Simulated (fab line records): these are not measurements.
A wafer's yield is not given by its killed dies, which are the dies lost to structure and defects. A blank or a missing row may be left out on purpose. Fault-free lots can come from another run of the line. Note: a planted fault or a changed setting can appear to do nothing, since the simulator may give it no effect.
The tool behind it: which one? || flow sfq_line || 14 lots, 42 wafers sampled, at 1 step of a route of 325

## WHAT EACH GAUGE READ, for each wafer
SFQ_I1_BOW_MEAS_912.
{"lot": "L771", "measured": "day 13 15:44", "on": "film_metro-04", "I1_BOW (um)": "-2 -3 8"}
{"lot": "L772", "measured": "day 13 20:50", "on": "film_metro-04", "I1_BOW (um)": "-5 -3 -13"}
{"lot": "L773", "measured": "day 14 05:46", "on": "film_metro-03", "I1_BOW (um)": "-6 -3 -7"}
{"lot": "L774", "measured": "day 14 07:49", "on": "film_metro-04", "I1_BOW (um)": "2 -6 -3"}
{"lot": "L775", "measured": "day 14 11:46", "on": "film_metro-03", "I1_BOW (um)": "-4 1 9"}
{"lot": "L776", "measured": "day 14 21:56", "on": "film_metro-03", "I1_BOW (um)": "12 6 0"}
{"lot": "L778", "measured": "day 15 12:58", "on": "film_metro-04", "I1_BOW (um)": "1 -2 -1"}
{"lot": "L784", "measured": "day 18 11:21", "on": "film_metro-01", "I1_BOW (um)": "3 9 18"}
{"lot": "L785", "measured": "day 18 17:30", "on": "film_metro-03", "I1_BOW (um)": "7 11 10"}
{"lot": "L786", "measured": "day 18 20:20", "on": "film_metro-04", "I1_BOW (um)": "5 -3 -8"}
{"lot": "L787", "measured": "day 19 00:42", "on": "film_metro-01", "I1_BOW (um)": "3 -12 -6"}
{"lot": "L791", "measured": "day 20 09:41", "on": "film_metro-01", "I1_BOW (um)": "8 0 -4"}
{"lot": "L792", "measured": "day 20 22:53", "on": "film_metro-03", "I1_BOW (um)": "-7 -6 -4"}
{"lot": "L793", "measured": "day 21 08:30", "on": "film_metro-03", "I1_BOW (um)": "-1 -15 -3"}

## TOOL THAT RAN EACH LOT (tool first, then ch and the chambers of the sampled wafers, then the start)
Record: no process step prior to these readings.

## WHAT THE TOOLS THEMSELVES READ (means of the sampled wafers that have a number; where no wafer has one, the mark that the record gives instead)
The record holds no such reading with a usual standard deviation.

## THE ANSWER, worked out from the rows above alone
Rule: usual is defined by the lots themselves. The widest of any qualifying gaps counts: lots, ordered by their means at a reading, are off when they make up no more than a third of the lots, leave a main group of 4 or more, and stand apart from it by 3 or more times the standard deviation of that group's means. If all means in a main group match to the digits the tables above print for the reading, that group is not used. A lot without any number at a reading at which 4 lots or more have one is off too. The other lots that the step has rows for count as sound. Order of review: gauges by route order, followed by the tools' own readings, for which a lot's mean as printed above is used. The first step at which some lot is off is used, and at that step the reading that is off furthest; a lot without a number counts as furthest.
Across all readings shown, no lot is off: no conclusion can be drawn from this.

## WHAT WAS PUT IN BY THE SIMULATOR
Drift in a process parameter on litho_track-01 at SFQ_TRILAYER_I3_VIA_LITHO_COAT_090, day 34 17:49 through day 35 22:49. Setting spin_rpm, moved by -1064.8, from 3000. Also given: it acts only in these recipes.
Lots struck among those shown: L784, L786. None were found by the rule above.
